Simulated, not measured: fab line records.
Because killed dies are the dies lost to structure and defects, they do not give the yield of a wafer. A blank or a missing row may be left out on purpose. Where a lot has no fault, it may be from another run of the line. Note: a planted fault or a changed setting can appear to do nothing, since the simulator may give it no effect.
A struck lot beside a sound one + flow sky130 + 15 steps out of a route of 708
Sound: wafers L461.3, L461.4, L461.6. Wafers L463.3, L463.4, L463.5 were the ones struck. At the end, the cause is stated.
Each step with rows lists, per side, the tool, then ch with its chambers, then its first start. Under that, the readings that differ: sound wafers + struck wafers + difference of the means + sigmas: that difference in standard deviations of wafers without a fault.
alike: a reading whose means differ by less than 2 such deviations, as well as words and numbers matching on both sides. not compared: withheld readings; readings where some wafer has no value; bounds like >300 that might hide an equal value; numbers whose values overlap and for which the record gives no deviation.
A row with sigmas, a row that says differs or no value, or rows on one side alone: a step with any of these is where the two part. Numbers that don't overlap but have no deviation are shown without sigmas and don't part them. A reading that every wafer of one side lacks parts them only if that side has two wafers or more.

first, 5 steps without rows for these wafers: SKY_VT_ADJUST_PCH_COAT_02 (resist thk 3000 nm); SKY_VT_ADJUST_PCH_SOFTBAKE_03; SKY_VT_ADJUST_PCH_EXPOSE_04 (exposes mask NWM, target cd 840 nm); SKY_VT_ADJUST_PCH_PEB_05; SKY_VT_ADJUST_PCH_DEVELOP_06 (develop time 60 s).
SKY_VT_ADJUST_PCH_OVL_MEAS_07:
  struck on overlay-01, day 13 08:42; sound on overlay-02, day 13 08:23
  alike: VT_ADJUST_PCH_OVL
then, 1 step without rows for these wafers: SKY_VT_ADJUST_PCH_IMPLANT_08.
SKY_VT_ADJUST_PCH_STRIP_09: strips in O2/N2.
  sound on plasma_asher-01 ch 0,1, day 13 08:36; struck on plasma_asher-01 ch 0,1, day 13 08:54
  alike: drypump_motor_current_A, oes_product_au, strip_time_to_endpoint_s
  not compared: rf_hours_counter_h
SKY_VT_ADJUST_PCH_TW_MEAS_10:
  struck on film_metro-03, day 13 08:59; sound on film_metro-02, day 13 08:41
  alike: VT_ADJUST_PCH_TW
then, 3 steps without rows for these wafers: SKY_SONOS_TUNNEL_DEHYDRATE_00 (time 60 s); SKY_SONOS_TUNNEL_HMDS_01 (prime time 60 s); SKY_SONOS_TUNNEL_COAT_02 (resist thk 1140 nm).
SKY_SONOS_TUNNEL_SOFTBAKE_03: time 60 s.
  sound on litho_track-02 ch 0, day 13 21:54; struck on litho_track-01 ch 0, day 13 21:59
| reading          | sound             | struck               | difference | sigmas |
|------------------|-------------------|----------------------|------------|--------|
| run_length_s (s) | 89.08 89.07 89.05 | 101.72 101.96 101.62 | +12.70     | +79    |
  alike: plate_temp_C
then, 1 step without rows for these wafers: SKY_SONOS_TUNNEL_EXPOSE_04 (exposes mask TUNM, target cd 410 nm).
-- the record jumps here: 34 days lie between the struck wafers' starts before and after (it left off in module SONOS_TUNNEL and takes up again in module PAD_OPEN, whose first step shown is number 708 of the route) --
SKY_PAD_OPEN_PROBE_99:
  struck on prober-01, day 48 07:50; sound on prober-01, day 48 05:53
  alike: killed_at_M0_to_M3, killed_at_M4_up, killed_at_contacts, killed_at_front_end, killed_at_other, killed_dies, killed_on_rim, killed_open, killed_short

## WHERE THEY PART
At SKY_SONOS_TUNNEL_SOFTBAKE_03 and nowhere else, as far as this record goes. Later steps at which nothing parts them and some readings are alike: SKY_PAD_OPEN_PROBE_99.

WHY: whatever the simulator had introduced
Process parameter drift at SKY_SONOS_TUNNEL_SOFTBAKE_03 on litho_track-01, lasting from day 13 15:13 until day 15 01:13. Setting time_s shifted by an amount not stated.
